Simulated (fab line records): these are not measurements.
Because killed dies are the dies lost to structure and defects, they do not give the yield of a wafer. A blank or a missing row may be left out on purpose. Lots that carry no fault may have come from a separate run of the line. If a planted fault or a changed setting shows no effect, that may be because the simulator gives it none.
8D (eight disciplines) problem report, filled in by code :: flow sky130 :: the parts of the form that need people (team, actions taken, sign-off) are left out

== 1. THE PROBLEM ==
POLY_GATE_TW at SKY_RES_PROTECT_TW_MEAS_08 reads a mean of 3562 on 6 wafers of 2 lots; wafers without a fault read 4045 with a standard deviation of 40. That puts it -12 standard deviations away from the usual mean.
Seen first at day 20 08:34 on film_metro-02, wafer L768.3. At this step, 33 wafers from 11 lots have a number in the record. By rule, "out" or "out of limits" means more than 4 standard deviations away from the usual mean. All remaining wafers that have a number are taken as sound.

== 2. WHAT IT IS, WHAT IT ISN'T ==
question: which readings at this step
is: POLY_GATE_TW
is not: -

question: which lots
is: L768, L771
is not: L760, L762, L763, L764, L765, L767, L772, L774, L775

question: which wafers of those lots
is: all that have a number
is not: -

question: read on which gauges
is: film_metro-02
is not: film_metro-01, film_metro-03

question: when
is: from day 20 08:34
is not: up to then (18 sound wafers); but 9 sound wafers of L772, L774, L775 came after

== 3. WHAT RULES OUT EACH SUSPECT ==
Counting: a tool stays on the suspect list if, at a process step up to the reading, it processed all lots that are out and no sound lot following the first of them.
- the gauge at SKY_RES_PROTECT_TW_MEAS_08 is ruled out. All the wafers that are out were read on film_metro-02, but those of them that SKY_POLY_GATE_IMPLANT_02 has rows for are out there too, on other tools.
- implanter-04 at SKY_POLY_GATE_IMPLANT_02: kept. All lots that are out passed through it, beginning with L768 at day 20 08:20, and no sound lot followed; its final sound lot before that point was L767 at day 19 21:04. Out on those wafers are its own readings of beam_on_s, dose_ions_cm2.
After counting, what remains is implanter-04 at SKY_POLY_GATE_IMPLANT_02.

== 4. THE CAUSE (what the simulator had put in) ==
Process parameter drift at SKY_POLY_GATE_IMPLANT_02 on implanter-04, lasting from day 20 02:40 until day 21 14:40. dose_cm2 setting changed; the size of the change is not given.
Counting left only this tool.

== 5. THE CHAIN OF EFFECTS, in route order ==
One row per reading whose mean, taken over the struck wafers that have a number, lies over 3 standard deviations from the usual. Scope: only readings with a usual standard deviation given in the record; hours: median across lots of the time from each lot's start at the first step in this table that gives one to its start at this step; sigmas: change in usual standard deviations.
hours: 0
step: SKY_POLY_GATE_IMPLANT_02
reading: beam_on_s
usual: 36 s
on struck wafers: 10
change: -26
sigmas: -4.3

hours: 0
step: SKY_POLY_GATE_IMPLANT_02
reading: dose_ions_cm2
usual: 7.7e+15
on struck wafers: 2.1e+15
change: -5.6e+15
sigmas: -99 or more

hours: 0
step: SKY_RES_PROTECT_STRIP_07
reading: oes_product_au
usual: 0.518 a.u.
on struck wafers: 0.599
change: +0.081
sigmas: +18

hours: 0
step: SKY_RES_PROTECT_STRIP_07
reading: strip_time_to_endpoint_s
usual: 23.29 s
on struck wafers: 18.42
change: -4.87
sigmas: -99 or more

hours: 0
step: SKY_RES_PROTECT_TW_MEAS_08
reading: POLY_GATE_TW
usual: 4045
on struck wafers: 3562
change: -483
sigmas: -12
It contains these process steps:
- SKY_POLY_GATE_IMPLANT_02
- SKY_RES_PROTECT_STRIP_07: strips in O2/N2.
At these later measuring or inspecting steps, every struck wafer for which the step has a row has a number for every such reading, and none has moved that far: SKY_POLY_GATE_CD_MEAS_22, SKY_VIA1_THK_MEAS_23.

== 6. WHAT WOULD HAVE CAUGHT IT SOONER ==
Counted from the fault's start at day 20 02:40, it took 6 hours until the first out-of-limits reading at a measuring or inspecting step in this record, taken at day 20 08:34.
The tool's own readings at SKY_POLY_GATE_IMPLANT_02 were out on every struck wafer that the step has a row for (beam_on_s, dose_ions_cm2): an alarm limit on them would have fired on the first of those.
Of the lots that are out (2), L771 began SKY_POLY_GATE_IMPLANT_02 on implanter-04 after day 20 08:34. Holding the tool at that time would have saved it.
